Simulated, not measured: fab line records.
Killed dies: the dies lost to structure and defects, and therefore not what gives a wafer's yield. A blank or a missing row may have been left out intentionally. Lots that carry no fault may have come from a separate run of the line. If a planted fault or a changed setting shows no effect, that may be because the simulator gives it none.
Which of the tools did it?	flow gf180mcu	12 lots with 36 wafers sampled at 3 steps, on a route of 602 steps

== WHAT THE GAUGES SHOWED, per wafer ==
GF_M2_OVL_MEAS_15.
lot	measured	on	M2_OVL (nm)
L075	day 19 14:10	overlay-01	-5 -5 -3
L077	day 20 08:15	overlay-01	-6 -3 -3
L079	day 21 11:20	overlay-01	-6 -3 0
L081	day 22 02:17	overlay-01	-13 -11 -7
L083	day 22 19:04	overlay-01	3 9 7
L085	day 23 06:39	overlay-01	8 4 12
L087	day 24 03:18	overlay-02	-16 -8 -5
L089	day 24 16:37	overlay-02	0 -5 1
L091	day 25 06:21	overlay-01	4 2 8
L093	day 25 22:29	overlay-02	-8 -7 -17
L095	day 26 12:16	overlay-01	-7 -6 -8
L097	day 27 02:46	overlay-02	-3 8 -3

== TOOL THAT RAN EACH LOT (tool first, then ch and the chambers of the sampled wafers, then the start) ==
lot	GF_V1_SPUTTER_22	GF_M2_SPUTTER_02
L075	pvd-sputter-04, day 18 12:17	pvd-sputter-03, day 18 13:37
L077	pvd-sputter-02, day 19 06:36	pvd-sputter-04, day 19 07:22
L079	pvd-sputter-04, day 20 10:11	pvd-sputter-03, day 20 10:57
L081	pvd-sputter-04, day 21 01:56	pvd-sputter-03, day 21 02:42
L083	pvd-sputter-04, day 21 18:51	pvd-sputter-03, day 21 19:37
L085	pvd-sputter-04, day 22 06:12	pvd-sputter-03, day 22 06:58
L087	pvd-sputter-03, day 23 03:42	pvd-sputter-03, day 23 04:28
L089	pvd-sputter-04, day 23 17:19	pvd-sputter-01, day 23 18:04
L091	pvd-sputter-02, day 24 07:44	pvd-sputter-04, day 24 08:30
L093	pvd-sputter-04, day 24 23:55	pvd-sputter-01, day 25 00:40
L095	pvd-sputter-04, day 25 13:55	pvd-sputter-01, day 25 14:40
L097	pvd-sputter-04, day 26 05:22	pvd-sputter-03, day 26 06:07
- GF_V1_SPUTTER_22: material TiN, target thk 10 nm, time 40 s.
- GF_M2_SPUTTER_02: material AlCu, target thk 450 nm, time 23.9 s.

== THE ANSWER, worked out from the rows above alone ==
Rule: the lots themselves supply what counts as usual. Put in order of their means at a reading, lots are off if they are a third of the lots or fewer, leave a main group of 4 or more, and stand apart from it by a gap of 3 or more times the standard deviation of the main group's means; of several such gaps the widest counts. A main group is skipped when, at the precision printed for the reading in the tables above, its means are all equal. A lot without any number at a reading at which 4 lots or more have one is off too. All remaining lots with rows at the step are treated as sound.
No lot is off at any reading shown: from this, nothing can be told.

== WHAT WAS PUT IN BY THE SIMULATOR ==
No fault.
